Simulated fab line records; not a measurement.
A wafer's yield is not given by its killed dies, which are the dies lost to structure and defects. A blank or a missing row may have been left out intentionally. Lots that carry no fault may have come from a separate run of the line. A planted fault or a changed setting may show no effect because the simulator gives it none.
Which tool is to blame? + flow gf180mcu + 6 lots with 18 wafers sampled at 3 steps, on a route of 602 steps

WHAT EACH GAUGE READ, for each wafer
GF_M4_CD_MEAS_14: the cd target is 280 nm.
| lot  | measured     | on       | cdNm (nm)         |
|------|--------------|----------|-------------------|
| L267 | day 24 09:53 | cdSem-02 | 280.7 280.5 279.9 |
| L269 | day 25 04:55 | cdSem-01 | 279.6 280.0 279.4 |
| L271 | day 26 01:43 | cdSem-01 | 279.3 278.4 278.2 |
| L273 | day 26 08:49 | cdSem-02 | 281.1 280.2 280.1 |
| L285 | day 29 22:22 | cdSem-01 | 278.9 279.9 279.3 |
| L287 | day 30 14:01 | cdSem-02 | 280.5 280.9 279.8 |

TOOL THAT RAN EACH LOT (tool first, then ch and the chambers of the sampled wafers, then the start)
| lot  | GF_V3_ETCH_16                     | GF_M4_SPUTTER_03            |
|------|-----------------------------------|-----------------------------|
| L267 | rieDiel-04 ch 1,2,3, day 23 09:47 | pvdSputter-02, day 23 11:19 |
| L269 | rieDiel-02 ch 1,2, day 24 05:47   | pvdSputter-01, day 24 07:25 |
| L271 | rieDiel-04 ch 0,1,3, day 25 03:11 | pvdSputter-04, day 25 04:41 |
| L273 | rieDiel-04 ch 0,1,3, day 25 09:20 | pvdSputter-02, day 25 11:00 |
| L285 | rieDiel-04 ch 0,1, day 29 01:35   | pvdSputter-04, day 29 03:20 |
| L287 | rieDiel-04 ch 1,2,3, day 29 18:14 | pvdSputter-04, day 29 19:47 |
- GF_V3_ETCH_16: etches BARC in N2/H2.
- GF_M4_SPUTTER_03: material Ti, target thk 10 nm, time 6.7 s.

THE ANSWER, worked out from the rows above alone
Rule: what is usual is taken from the lots themselves. Put in order of their means at a reading, lots are off if they are a third of the lots or fewer, leave a main group of 4 or more, and stand apart from it by a gap of 3 or more times the standard deviation of the main group's means; of several such gaps the widest counts. A main group whose means are all the same, to the digits that the tables above print for the reading, isn't used. Also off: a lot with no number at a reading for which 4 or more lots have one. Any other lot the step has rows for is counted as sound.
Across all readings shown, no lot is off: no conclusion can be drawn from this.

WHAT HAD BEEN PUT IN BY THE SIMULATOR
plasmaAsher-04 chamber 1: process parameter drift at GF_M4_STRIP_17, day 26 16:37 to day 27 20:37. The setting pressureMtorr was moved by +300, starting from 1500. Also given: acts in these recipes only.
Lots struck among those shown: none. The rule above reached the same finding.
